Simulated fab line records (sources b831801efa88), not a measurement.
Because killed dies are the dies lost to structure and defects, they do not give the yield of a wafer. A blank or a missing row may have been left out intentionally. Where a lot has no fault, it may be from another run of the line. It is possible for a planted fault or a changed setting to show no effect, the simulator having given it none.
A lot that was struck, set against a sound lot / flow sky130 / 22 out of 708 route steps
Sound: the wafers L332.1, L332.4, L332.6. Struck: wafer L340.2. (L340.1, L340.6 of the same lot were not struck and are left out.) The cause comes at the end.
Order at every step that has rows: each side's tool, ch and its chambers, its first start. Under that, the readings that differ: sound wafers / struck wafers / difference of the means / sigmas: that difference in standard deviations of wafers without a fault.
alike: readings with means less than 2 such deviations apart, plus words and numbers identical on both sides. not compared: withheld readings, readings lacking a value on some wafer, bounds such as >300 that could conceal the same value, and numbers that have no deviation in the record and whose values overlap.
Wherever a step has rows on one side only, a row that says differs or no value, or a row with sigmas, the two part there. Non-overlapping numbers with no deviation appear without sigmas and do not part them. A reading that every wafer of one side lacks parts them only if that side has two wafers or more.

first, 8 steps without rows for these wafers: SKY_DNWELL_DEHYDRATE_00 (time 60 s); SKY_DNWELL_HMDS_01 (prime time 60 s); SKY_DNWELL_COAT_02 (resist thk 3000 nm); SKY_DNWELL_SOFTBAKE_03; SKY_DNWELL_EXPOSE_04 (exposes mask DNM, target cd 3000 nm); SKY_DNWELL_PEB_05; SKY_DNWELL_DEVELOP_06 (develop time 60 s); SKY_DNWELL_IMPLANT_07.
SKY_DNWELL_STRIP_08: strips in O2/N2.
  sound on plasmaAsher-04 ch 0,1, day 3 16:55; struck on plasmaAsher-03 ch 1, day 5 12:30
  alike: drypumpMotorCurrentA, oesProductAu, stripTimeToEndpointS
  not compared: rfHoursCounterH
SKY_DNWELL_TW_MEAS_09:
  sound on filmMetro-01 at day 3 17:01; struck on filmMetro-03 at day 5 12:36
reading=DNWELL_TW; sound=1123 1130 1121; struck=1111; difference=-14; sigmas=-2
then, 2 steps without rows for these wafers: SKY_PWDE_DEHYDRATE_00 (time 60 s); SKY_PWDE_HMDS_01 (prime time 60 s).
SKY_PWDE_COAT_02: resist thk 3000 nm.
  sound on lithoTrack-04 ch 0, day 4 01:20; struck on lithoTrack-04 ch 0, day 5 22:05
reading=model.coat_of_PWDE_COAT_02.thkNm (nm); sound=2993 2983 2992; struck=960.6; difference=-2028.7; sigmas=
then, 3 steps without rows for these wafers: SKY_PWDE_SOFTBAKE_03; SKY_PWDE_EXPOSE_04 (exposes mask PWDEM, target cd 840 nm); SKY_PWDE_PEB_05.
SKY_PWDE_DEVELOP_06: develop time 60 s.
  sound on lithoTrack-01 ch 0; struck on lithoTrack-04 ch 0
reading=model.coat_of_PWDE_COAT_02.thkNm (nm); sound=2989 2979 2988; struck=956.3; difference=-2029.0; sigmas=
SKY_PWDE_OVL_MEAS_07:
  sound on overlay-02 at day 4 10:21; struck on overlay-02 at day 6 07:56
reading=PWDE_OVL (nm); sound=-1.0 -1.1 -1.7; struck=2.0; difference=+3.3; sigmas=+2
next, for these wafers, 1 step has no rows: SKY_PWDE_IMPLANT_08.
SKY_PWDE_STRIP_09: strips in O2/N2.
  sound on plasmaAsher-01 ch 0,1, day 4 10:32; struck on plasmaAsher-01 ch 0, day 6 08:07
reading=stripTimeToEndpointS (s); sound=36.82 36.71 36.82; struck=12.94; difference=-23.84; sigmas=-99 or more
  alike: drypumpMotorCurrentA, oesProductAu
  not compared: rfHoursCounterH
SKY_PWDE_TW_MEAS_10:
  sound on filmMetro-03 at day 4 10:38; struck on filmMetro-02 at day 6 08:13
reading=PWDE_TW; sound=369.9 369.0 369.5; struck=378.0; difference=+8.5; sigmas=+3
-- the record jumps here: 42 days lie between the struck wafers' starts before and after (it left off in module PWDE and takes up again in module PAD_OPEN, whose first step shown is number 708 of the route) --
SKY_PAD_OPEN_PROBE_99:
  sound on prober-01 at day 47 02:15; struck on prober-02 at day 48 17:11
reading=killedAtFrontEnd; sound=23 26 19; struck=424; difference=+401; sigmas=+85
reading=killedDies; sound=101 92 88; struck=484; difference=+390; sigmas=+40
reading=killedOnRim; sound=20 18 23; struck=96; difference=+76; sigmas=+20
reading=killedShort; sound=48 51 44; struck=30; difference=-18; sigmas=-3
  alike: killed_at_M0_to_M3, killed_at_M4_up, killedAtContacts, killedAtOther, killedOpen

## WHERE THEY PART
At SKY_DNWELL_TW_MEAS_09 first; at SKY_PAD_OPEN_PROBE_99 last (within this record only).

WHY: what had been put in by the simulator
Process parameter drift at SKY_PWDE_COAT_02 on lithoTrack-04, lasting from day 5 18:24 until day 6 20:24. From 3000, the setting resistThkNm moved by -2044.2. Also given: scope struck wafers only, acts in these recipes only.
